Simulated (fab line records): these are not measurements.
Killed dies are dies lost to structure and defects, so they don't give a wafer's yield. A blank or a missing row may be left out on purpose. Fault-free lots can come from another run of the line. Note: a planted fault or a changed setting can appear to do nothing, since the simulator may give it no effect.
Check of tool commonality || flow gf180mcu || 12 lots, 36 wafers sampled

== WHAT PROMPTED THE OPENING ==
1 of 12 lots carry a flag on the reading POLY_GATE_CVD_00_THK at GF_POLY_GATE_THK_MEAS_01. Wafers without a fault read 200.5 nm, standard deviation 1.7.
Rule: flag the lot when none of its wafers has a number, or when each of its wafers that has one lies beyond 4 standard deviations from that mean. All remaining lots are regarded as sound.

{"lot": "L582", "measured": "day 8 11:49", "on": "film-metro-01", "POLY_GATE_CVD_00_THK (nm), wafer by wafer": "200.7 198.7 199.0", "flag": ""}
{"lot": "L583", "measured": "day 8 19:22", "on": "film-metro-02", "POLY_GATE_CVD_00_THK (nm), wafer by wafer": "199.9 202.6 200.1", "flag": ""}
{"lot": "L584", "measured": "day 9 03:51", "on": "film-metro-01", "POLY_GATE_CVD_00_THK (nm), wafer by wafer": "202.3 201.3 202.6", "flag": ""}
{"lot": "L585", "measured": "day 9 09:30", "on": "film-metro-03", "POLY_GATE_CVD_00_THK (nm), wafer by wafer": "200.1 201.1 202.7", "flag": ""}
{"lot": "L586", "measured": "day 9 15:44", "on": "film-metro-01", "POLY_GATE_CVD_00_THK (nm), wafer by wafer": "201.0 201.7 203.3", "flag": ""}
{"lot": "L590", "measured": "day 10 23:35", "on": "film-metro-03", "POLY_GATE_CVD_00_THK (nm), wafer by wafer": "200.0 199.3 197.6", "flag": ""}
{"lot": "L591", "measured": "day 11 04:25", "on": "film-metro-03", "POLY_GATE_CVD_00_THK (nm), wafer by wafer": "200.3 199.1 200.4", "flag": ""}
{"lot": "L592", "measured": "day 11 11:42", "on": "film-metro-02", "POLY_GATE_CVD_00_THK (nm), wafer by wafer": "199.9 203.3 201.3", "flag": ""}
{"lot": "L594", "measured": "day 11 22:37", "on": "film-metro-02", "POLY_GATE_CVD_00_THK (nm), wafer by wafer": "200.0 202.5 202.5", "flag": ""}
{"lot": "L595", "measured": "day 12 08:28", "on": "film-metro-03", "POLY_GATE_CVD_00_THK (nm), wafer by wafer": "202.0 199.4 200.8", "flag": ""}
{"lot": "L600", "measured": "day 13 15:26", "on": "film-metro-03", "POLY_GATE_CVD_00_THK (nm), wafer by wafer": "265.9 266.6 267.9", "flag": "FLAGGED"}
{"lot": "L605", "measured": "day 15 06:19", "on": "film-metro-01", "POLY_GATE_CVD_00_THK (nm), wafer by wafer": "199.1 197.4 197.7", "flag": ""}
Average over the flagged lots: 266.8 nm; offset from the usual +66.3 nm, equal to +39 standard deviations.

== LOT BY LOT: THE TOOL USED ==
The record holds 1 process step before the reading, out of a route of 602 steps. Every cell lists first the tool, next ch and the chambers used by the sampled wafers, and last the start.
{"lot": "L582", "flag": "", "GF_POLY_GATE_CVD_00": "lpcvd-01 ch 0, day 8 10:29"}
{"lot": "L583", "flag": "", "GF_POLY_GATE_CVD_00": "lpcvd-01 ch 0, day 8 18:02"}
{"lot": "L584", "flag": "", "GF_POLY_GATE_CVD_00": "lpcvd-02 ch 1, day 9 02:31"}
{"lot": "L585", "flag": "", "GF_POLY_GATE_CVD_00": "lpcvd-02 ch 1, day 9 08:10"}
{"lot": "L586", "flag": "", "GF_POLY_GATE_CVD_00": "lpcvd-01 ch 0, day 9 14:23"}
{"lot": "L590", "flag": "", "GF_POLY_GATE_CVD_00": "lpcvd-02 ch 0, day 10 22:15"}
{"lot": "L591", "flag": "", "GF_POLY_GATE_CVD_00": "lpcvd-02 ch 1, day 11 03:05"}
{"lot": "L592", "flag": "", "GF_POLY_GATE_CVD_00": "lpcvd-02 ch 0, day 11 10:22"}
{"lot": "L594", "flag": "", "GF_POLY_GATE_CVD_00": "lpcvd-02 ch 0, day 11 21:16"}
{"lot": "L595", "flag": "", "GF_POLY_GATE_CVD_00": "lpcvd-02 ch 0, day 12 07:07"}
{"lot": "L600", "flag": "FLAGGED", "GF_POLY_GATE_CVD_00": "lpcvd-02 ch 1, day 13 14:05"}
{"lot": "L605", "flag": "", "GF_POLY_GATE_CVD_00": "lpcvd-01 ch 0, day 15 04:19"}
These steps, and what they do:
- GF_POLY_GATE_CVD_00: deposits poly-Si, target thk 200 nm, time 1200 s.
- GF_POLY_GATE_THK_MEAS_01

== FLAGGED AGAINST TOTAL, ONE TOOL AT A TIME (gauges that did the reading follow at the end) ==
{"step": "GF_POLY_GATE_CVD_00", "tool": "lpcvd-01", "lots run": 4, "flagged": 0, "share of the flagged lots": "none", "sound lots run after its first flagged lot": "-"}
{"step": "GF_POLY_GATE_CVD_00", "tool": "lpcvd-02", "lots run": 8, "flagged": 1, "share of the flagged lots": "all", "sound lots run after its first flagged lot": 0}
{"step": "GF_POLY_GATE_THK_MEAS_01", "tool": "film-metro-01", "lots run": 4, "flagged": 0, "share of the flagged lots": "none", "sound lots run after its first flagged lot": "-"}
{"step": "GF_POLY_GATE_THK_MEAS_01", "tool": "film-metro-02", "lots run": 3, "flagged": 0, "share of the flagged lots": "none", "sound lots run after its first flagged lot": "-"}
{"step": "GF_POLY_GATE_THK_MEAS_01", "tool": "film-metro-03", "lots run": 5, "flagged": 1, "share of the flagged lots": "all", "sound lots run after its first flagged lot": 0}

== WHAT THE TABLE PERMITS ==
lpcvd-02 at GF_POLY_GATE_CVD_00 and film-metro-03 at GF_POLY_GATE_THK_MEAS_01 are the 2 rows of the table that ran each flagged lot.
- lpcvd-02 at GF_POLY_GATE_CVD_00 ran 8 lots, 1 of them flagged. It ran its last sound lot, L595, at day 12 07:07 and its first flagged lot, L600, at day 13 14:05: a fault with its onset between the two fits. Its own readings lie more than 4 standard deviations out on every wafer of the flagged lots: spike-tc-bottom-C, spike-tc-centre-C, spike-tc-lower-C, spike-tc-top-C, spike-tc-upper-C, susceptor-temp-C.
- film-metro-03 at GF_POLY_GATE_THK_MEAS_01 ran 5 lots, 1 of them flagged. It ran its last sound lot, L595, at day 12 08:28 and its first flagged lot, L600, at day 13 15:26: a fault with its onset between the two fits.
These 2 tools cannot be told apart by counting lots, since each of them fits a fault that started at some hour. More lots, or a look at what each step does to the wafer, might.

== WHAT WAS PUT IN BY THE SIMULATOR ==
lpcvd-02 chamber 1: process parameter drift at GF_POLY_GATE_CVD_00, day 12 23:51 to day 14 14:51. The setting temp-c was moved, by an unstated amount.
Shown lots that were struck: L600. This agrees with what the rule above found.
